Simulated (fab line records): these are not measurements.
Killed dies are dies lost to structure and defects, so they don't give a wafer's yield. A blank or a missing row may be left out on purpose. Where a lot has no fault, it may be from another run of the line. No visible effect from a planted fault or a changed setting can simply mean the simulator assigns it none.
Matching of chambers :: flow gf180mcu :: GF_V2_CMP_04 on cmp-02 has 4 sister chambers
The step polishes SiO2. 16 wafers are shown with their chamber, then 8 later ones without.

## WAFERS WITH THEIR CHAMBER
wafer: L196.1
chamber: 0
motorCurrentA (A): 11.4
timeToEndpointS (s): 89

wafer: L196.4
chamber: 2
motorCurrentA (A): 9.5
timeToEndpointS (s): 86

wafer: L196.5
chamber: 1
motorCurrentA (A): 12.9
timeToEndpointS (s): 84

wafer: L201.1
chamber: 3
motorCurrentA (A): 11.5
timeToEndpointS (s): 90

wafer: L201.2
chamber: 2
motorCurrentA (A): 9.8
timeToEndpointS (s): 88

wafer: L201.3
chamber: 1
motorCurrentA (A): 12.6
timeToEndpointS (s): 75

wafer: L199.1
chamber: 3
motorCurrentA (A): 11.7
timeToEndpointS (s): 84

wafer: L199.2
chamber: 0
motorCurrentA (A): 11.4
timeToEndpointS (s): 89

wafer: L199.3
chamber: 1
motorCurrentA (A): 12.3
timeToEndpointS (s): 82

wafer: L202.1
chamber: 0
motorCurrentA (A): 11.2
timeToEndpointS (s): 79

wafer: L202.5
chamber: 3
motorCurrentA (A): 11.2
timeToEndpointS (s): 83

wafer: L202.6
chamber: 2
motorCurrentA (A): 9.8
timeToEndpointS (s): 87

wafer: L203.1
chamber: 0
motorCurrentA (A): 11.2
timeToEndpointS (s): 96

wafer: L203.3
chamber: 3
motorCurrentA (A): 12.3
timeToEndpointS (s): 87

wafer: L203.5
chamber: 3
motorCurrentA (A): 12.0
timeToEndpointS (s): 101

wafer: L210.4
chamber: 0
motorCurrentA (A): 11.0
timeToEndpointS (s): 92

SIGNATURES, as means of the wafers listed above
reading: motorCurrentA
chamber 0: 11.240
chamber 1: 12.600
chamber 2: 9.700
chamber 3: 11.740
scatter within a chamber: 0.301

reading: timeToEndpointS
chamber 0: 89.00
chamber 1: 80.33
chamber 2: 87.00
chamber 3: 89.00
scatter within a chamber: 5.88
Rule: a wafer's distance from a chamber is the root of the sum, over the readings, of the square of ((its reading less the chamber's mean) divided by the reading's scatter). If the next closest chamber is less than 2 further off than the closest, the wafer can't be placed; otherwise it belongs to the closest. The scatter is the square root of a quotient: the sum, over the shown wafers, of each reading's squared deviation from its chamber's mean, divided by wafers minus chambers.

## WAFERS WHOSE CHAMBER IS MISSING
wafer: L210.5
motorCurrentA (A): 9.6
timeToEndpointS (s): 80

wafer: L210.6
motorCurrentA (A): 12.1
timeToEndpointS (s): 87

wafer: L213.4
motorCurrentA (A): 11.9
timeToEndpointS (s): 81

wafer: L213.5
motorCurrentA (A): 9.8
timeToEndpointS (s): 86

wafer: L213.6
motorCurrentA (A): 12.9
timeToEndpointS (s): 87

wafer: L215.2
motorCurrentA (A): 13.6
timeToEndpointS (s): 78

wafer: L215.3
motorCurrentA (A): 9.6
timeToEndpointS (s): 79

wafer: L215.5
motorCurrentA (A): 9.5
timeToEndpointS (s): 90

## WHICH CHAMBER EACH WENT THROUGH
wafer: L210.5
from the rows above: 2
in truth: 2

wafer: L210.6
from the rows above: can't be placed: 3 or 1 or 0
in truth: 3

wafer: L213.4
from the rows above: can't be placed: 3 or 1 or 0
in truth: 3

wafer: L213.5
from the rows above: 2
in truth: 2

wafer: L213.6
from the rows above: 1
in truth: 1

wafer: L215.2
from the rows above: 1
in truth: 1

wafer: L215.3
from the rows above: 2
in truth: 2

wafer: L215.5
from the rows above: 2
in truth: 2
Placed correctly: 6 of 8. Unplaceable from these rows: 2, with the true chamber sitting among the candidates in 2. Wrongly placed: 0.
